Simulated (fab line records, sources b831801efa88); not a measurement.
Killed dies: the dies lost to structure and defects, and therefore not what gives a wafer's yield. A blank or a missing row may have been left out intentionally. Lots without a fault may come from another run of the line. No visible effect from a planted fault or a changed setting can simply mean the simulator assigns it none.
Check for tools in common    flow sky130    Sample size 10 lots and 39 wafers

## WHAT PROMPTED THE OPENING
At SKY_FIELD_ISO_THK_MEAS_04 the reading FIELD_ISO_CVD_03_THK is flagged on 3 of 10 lots. No-fault wafers: 165.9 nm, standard deviation 1.6.
Rule: a lot is flagged in two cases, either no wafer of it has a number, or all its wafers with numbers fall more than 4 standard deviations from that mean. All remaining lots are regarded as sound.

lot   measured     on             FIELD_ISO_CVD_03_THK (nm), wafer by wafer  flag
L175  day 1 15:46  film metro-03  168.1 168.1 168.8                          
L176  day 1 21:21  film metro-02  168.3 168.1 167.6                          
L180  day 2 15:34  film metro-03  115.2 115.7 119.1 115.3 115.7 119.0        FLAGGED
L181  day 2 20:14  film metro-02  120.7 116.7 115.4 120.7 116.7 115.3        FLAGGED
L182  day 3 00:31  film metro-03  114.8 116.9 120.2 115.0 116.8 120.1        FLAGGED
L194  day 5 12:48  film metro-04  165.2 163.2 164.3                          
L195  day 5 20:20  film metro-03  163.6 164.5 162.7                          
L196  day 6 00:07  film metro-04  163.9 164.1 164.3                          
L197  day 6 07:02  film metro-04  165.4 165.8 167.7                          
L198  day 6 12:41  film metro-03  165.2 165.7 165.1                          
The mean of the flagged lots' numbers is 117.2 nm, -48.7 nm from the usual (-30 standard deviations).

## TOOL THAT RAN EACH LOT
The record holds 1 process step before the reading, out of a route of 708 steps. Cell contents, in order: the tool; ch with the chambers the sampled wafers went through; the start.
lot   flag     SKY_FIELD_ISO_CVD_03
L175           lpcvd-02 ch 0, day 1 13:05
L176           lpcvd-02 ch 0, day 1 19:34
L180  FLAGGED  lpcvd-02 ch 0, day 2 13:46
L181  FLAGGED  lpcvd-02 ch 0, day 2 18:26
L182  FLAGGED  lpcvd-02 ch 0, day 2 22:41
L194           lpcvd-02 ch 0, day 5 11:01
L195           lpcvd-02 ch 0, day 5 18:33
L196           lpcvd-02 ch 0, day 5 21:25
L197           lpcvd-02 ch 1, day 6 04:21
L198           lpcvd-02 ch 1, day 6 08:40
What is done by these steps:
- SKY_FIELD_ISO_CVD_03: deposits Si3N4 from DCS/NH3, target thk 165 nm, time 2830 s.
- SKY_FIELD_ISO_THK_MEAS_04

## FLAGGED OVER TOTAL, TOOL BY TOOL (the gauges that took the reading come last)
step                       tool           lots run  flagged  share of the flagged lots  sound lots run after its first flagged lot
SKY_FIELD_ISO_CVD_03       lpcvd-02       10        3        all                        5 (L194,L195,L196,L197,L198)
SKY_FIELD_ISO_THK_MEAS_04  film metro-02  2         1        some                       0
SKY_FIELD_ISO_THK_MEAS_04  film metro-03  5         2        some                       2 (L195,L198)
SKY_FIELD_ISO_THK_MEAS_04  film metro-04  3         0        none                       -

## WHAT THE TABLE ALLOWS
1 row of the table ran every flagged lot: lpcvd-02 at SKY_FIELD_ISO_CVD_03.
- lpcvd-02 at SKY_FIELD_ISO_CVD_03 ran 10 lots, 3 of them flagged. Sound lots ran on it after the first flagged one (L194, L195, L196, L197, L198), which a lasting fault on the whole tool wouldn't allow. Its own readings (spike tc upper C, zone power centre pct, zone power upper pct) fall more than 4 standard deviations out on all wafers of the flagged lots.
Every row of the table either missed a flagged lot or ran a sound lot after the first.

## WHAT HAD BEEN PUT IN BY THE SIMULATOR
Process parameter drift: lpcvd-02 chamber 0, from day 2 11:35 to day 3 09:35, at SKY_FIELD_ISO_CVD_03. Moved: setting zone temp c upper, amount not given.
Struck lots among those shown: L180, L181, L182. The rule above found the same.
